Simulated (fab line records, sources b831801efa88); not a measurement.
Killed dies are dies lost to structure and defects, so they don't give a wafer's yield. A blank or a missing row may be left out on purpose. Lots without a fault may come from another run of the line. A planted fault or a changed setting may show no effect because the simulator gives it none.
Which tool did it? | flow gf180mcu | 13 lots, 39 wafers sampled, at 5 steps of a route of 602

WHAT THE GAUGES READ, wafer by wafer
GF_HV_LDD_TW_MEAS_38.
lot  | measured     | on            | HV_LDD_3_TW
L516 | day 12 06:53 | film_metro-01 | 1434 1439 1433
L518 | day 12 19:38 | film_metro-03 | 1451 1453 1444
L521 | day 13 22:44 | film_metro-04 | 1448 1450 1444
L522 | day 14 01:24 | film_metro-03 | 1448 1447 1444
L524 | day 14 15:46 | film_metro-01 | 1433 1437 1437
L525 | day 15 05:01 | film_metro-01 | 1428 1426 1427
L527 | day 15 15:01 | film_metro-01 | 1535 1539 1539
L528 | day 16 01:23 | film_metro-04 | 1433 1442 1446
L533 | day 17 14:55 | film_metro-01 | 1539 1542 1529
L534 | day 17 23:41 | film_metro-01 | 1435 1432 1423
L535 | day 18 06:13 | film_metro-01 | 1440 1438 1445
L537 | day 18 23:26 | film_metro-01 | 1432 1436 1444
L538 | day 19 07:43 | film_metro-04 | 1430 1439 1437

GF_HV_LDD_RS_MEAS_53: measures by four-point-probe.
lot  | measured     | on            | HV_LDD_RS (ohm/sq)
L516 | day 13 02:57 | film_metro-01 | 418.9 418.6 419.2
L518 | day 13 16:13 | film_metro-03 | 417.2 417.2 417.1
L521 | day 14 20:46 | film_metro-03 | 418.1 417.8 419.0
L522 | day 14 23:16 | film_metro-04 | 418.4 417.7 418.6
L524 | day 15 14:16 | film_metro-04 | 417.9 416.9 416.4
L525 | day 16 03:49 | film_metro-01 | 418.2 418.0 417.4
L527 | day 16 13:43 | film_metro-01 | 399.8 400.0 399.6
L528 | day 17 00:25 | film_metro-03 | 419.5 418.3 418.2
L533 | day 18 14:19 | film_metro-01 | 399.8 400.2 399.3
L534 | day 19 00:03 | film_metro-01 | 418.6 417.8 417.8
L535 | day 19 06:55 | film_metro-01 | 419.1 417.7 418.6
L537 | day 20 00:42 | film_metro-01 | 418.7 418.9 417.7
L538 | day 20 08:53 | film_metro-03 | 415.9 417.8 416.9

GF_PSD_CD_MEAS_07: target cd 400 nm.
lot  | measured     | on        | cd_nm (nm)
L516 | day 14 23:42 | cd_sem-01 | 399.0 400.3 397.9
L518 | day 15 12:32 | cd_sem-01 | 401.0 399.7 400.9
L521 | day 16 20:08 | cd_sem-01 | 399.5 398.9 396.9
L522 | day 16 22:27 | cd_sem-01 | 399.9 402.6 399.5
L524 | day 17 14:35 | cd_sem-02 | 403.6 401.5 401.9
L525 | day 18 04:56 | cd_sem-01 | 403.3 401.2 401.4
L527 | day 18 16:06 | cd_sem-01 | 399.0 397.0 399.4
L528 | day 19 02:54 | cd_sem-01 | 398.9 398.2 398.3
L533 | day 20 17:50 | cd_sem-02 | 395.5 395.1 396.5
L534 | day 21 03:43 | cd_sem-01 | 401.2 400.2 401.6
L535 | day 21 11:20 | cd_sem-02 | 399.1 399.4 399.8
L537 | day 22 03:20 | cd_sem-01 | 399.3 397.4 399.5
L538 | day 22 12:16 | cd_sem-01 | 403.6 403.5 401.4

GF_CONTACT_CD_MEAS_14: target cd 220 nm.
lot  | measured     | on        | cd_nm (nm)
L516 | day 16 23:04 | cd_sem-02 | 222.0 221.0 219.4
L518 | day 17 11:45 | cd_sem-02 | 219.6 220.1 218.7
L521 | day 18 23:26 | cd_sem-01 | 222.3 221.9 222.1
L522 | day 19 00:24 | cd_sem-01 | 219.1 219.2 219.7
L524 | day 19 18:25 | cd_sem-01 | 221.1 220.9 220.0
L525 | day 20 06:35 | cd_sem-02 | 219.2 218.9 219.6
L527 | day 20 18:47 | cd_sem-01 | 219.1 218.5 219.2
L528 | day 21 06:50 | cd_sem-01 | 221.8 221.1 222.0
L533 | day 22 19:36 | cd_sem-02 | 220.5 218.5 218.6
L534 | day 23 04:37 | cd_sem-02 | 220.0 219.6 218.8
L535 | day 23 12:52 | cd_sem-02 | 221.1 220.6 221.4
L537 | day 24 03:35 | cd_sem-02 | 221.0 219.4 221.1
L538 | day 24 12:07 | cd_sem-02 | 218.8 218.4 219.0

WHICH TOOL RAN EACH LOT (tool, then ch and the chambers of the sampled wafers, then the start)
lot  | GF_HV_LDD_IMPLANT_33
L516 | implanter-02 ch 0, day 12 06:13
L518 | implanter-02 ch 0, day 12 18:57
L521 | implanter-01 ch 0, day 13 22:03
L522 | implanter-04 ch 0, day 14 00:43
L524 | implanter-04 ch 0, day 14 15:04
L525 | implanter-01 ch 0, day 15 04:19
L527 | implanter-01 ch 0, day 15 14:01
L528 | implanter-02 ch 0, day 16 00:42
L533 | implanter-01 ch 0, day 17 13:39
L534 | implanter-01 ch 0, day 17 22:59
L535 | implanter-04 ch 0, day 18 05:31
L537 | implanter-04 ch 0, day 18 22:45
L538 | implanter-01 ch 0, day 19 07:01
- GF_HV_LDD_IMPLANT_33

WHAT THE TOOLS THEMSELVES READ (means of the sampled wafers that have a number; where no wafer has one, the mark that the record gives instead)
GF_HV_LDD_IMPLANT_33.
lot  | tool         | dose_ions_cm2 | end_station_pressure_torr (Torr)
L516 | implanter-02 | 7.506e+12     | 4.88e-06
L518 | implanter-02 | 7.496e+12     | 5.01e-06
L521 | implanter-01 | 7.492e+12     | 5.10e-06
L522 | implanter-04 | 7.495e+12     | 5.04e-06
L524 | implanter-04 | 7.498e+12     | 5.20e-06
L525 | implanter-01 | 7.501e+12     | 4.94e-06
L527 | implanter-01 | 7.501e+12     | 5.20e-06
L528 | implanter-02 | 7.499e+12     | 5.12e-06
L533 | implanter-01 | 7.492e+12     | 4.91e-06
L534 | implanter-01 | 7.496e+12     | 4.78e-06
L535 | implanter-04 | 7.496e+12     | 4.90e-06
L537 | implanter-04 | 7.501e+12     | 5.15e-06
L538 | implanter-01 | 7.509e+12     | 4.88e-06

THE ANSWER, worked out from the rows above alone
Rule: what is usual is taken from the lots themselves. Put in order of their means at a reading, lots are off if they are a third of the lots or fewer, leave a main group of 4 or more, and stand apart from it by a gap of 3 or more times the standard deviation of the main group's means; of several such gaps the widest counts. A main group whose means are all the same, to the digits that the tables above print for the reading, isn't used. A lot without any number at a reading at which 4 lots or more have one is off too. The other lots that the step has rows for count as sound. The gauges are gone through in route order, then the tools' own readings, and for those a lot's mean is taken as printed above. The first step at which some lot is off is used, and at that step the reading that is off furthest; a lot without a number counts as furthest.
Off: L527, L533, at GF_HV_LDD_TW_MEAS_38 (HV_LDD_3_TW). The main group: mean 1439, standard deviation 6.7.
A tool fits if, at a process step before that reading, it ran every lot that is off, and no sound lot after the first of them. The gauges at GF_HV_LDD_TW_MEAS_38 are tried like those tools. None of those tried fits.

WHAT THE SIMULATOR HAD PUT IN
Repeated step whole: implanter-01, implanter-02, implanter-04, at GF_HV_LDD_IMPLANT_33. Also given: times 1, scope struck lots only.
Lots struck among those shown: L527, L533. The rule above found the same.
